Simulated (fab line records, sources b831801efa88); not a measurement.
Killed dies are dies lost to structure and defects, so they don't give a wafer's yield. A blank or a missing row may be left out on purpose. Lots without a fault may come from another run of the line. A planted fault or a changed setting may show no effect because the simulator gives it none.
Which tool did it? | flow gf180mcu | 6 lots, 18 wafers sampled, at 2 steps of a route of 602

WHAT THE GAUGES READ, wafer by wafer
GF_NWELL_TW_MEAS_11.
lot  | measured    | on            | NWELL_TW
L328 | day 3 23:34 | film_metro-04 | 1578 1578 1584
L332 | day 4 21:35 | film_metro-02 | 1556 1572 1566
L334 | day 5 09:14 | film_metro-04 | 1589 1568 1582
L336 | day 5 18:23 | film_metro-01 | 1556 1551 1548
L338 | day 6 08:39 | film_metro-02 | 1553 1547 1554
L346 | day 8 04:37 | film_metro-02 | 1558 1558 1555

WHICH TOOL RAN EACH LOT (tool, then ch and the chambers of the sampled wafers, then the start)
lot  | GF_NWELL_IMPLANT_09
L328 | implanter-03 ch 0, day 3 23:19
L332 | implanter-01 ch 0, day 4 21:20
L334 | implanter-03 ch 0, day 5 09:01
L336 | implanter-01 ch 0, day 5 18:09
L338 | implanter-01 ch 0, day 6 08:27
L346 | implanter-01 ch 0, day 8 04:23
- GF_NWELL_IMPLANT_09

THE ANSWER, worked out from the rows above alone
Rule: what is usual is taken from the lots themselves. Put in order of their means at a reading, lots are off if they are a third of the lots or fewer, leave a main group of 4 or more, and stand apart from it by a gap of 3 or more times the standard deviation of the main group's means; of several such gaps the widest counts. A main group whose means are all the same, to the digits that the tables above print for the reading, isn't used. A lot without any number at a reading at which 4 lots or more have one is off too. The other lots that the step has rows for count as sound.
No lot is off at any reading shown: from this, nothing can be told.

WHAT THE SIMULATOR HAD PUT IN
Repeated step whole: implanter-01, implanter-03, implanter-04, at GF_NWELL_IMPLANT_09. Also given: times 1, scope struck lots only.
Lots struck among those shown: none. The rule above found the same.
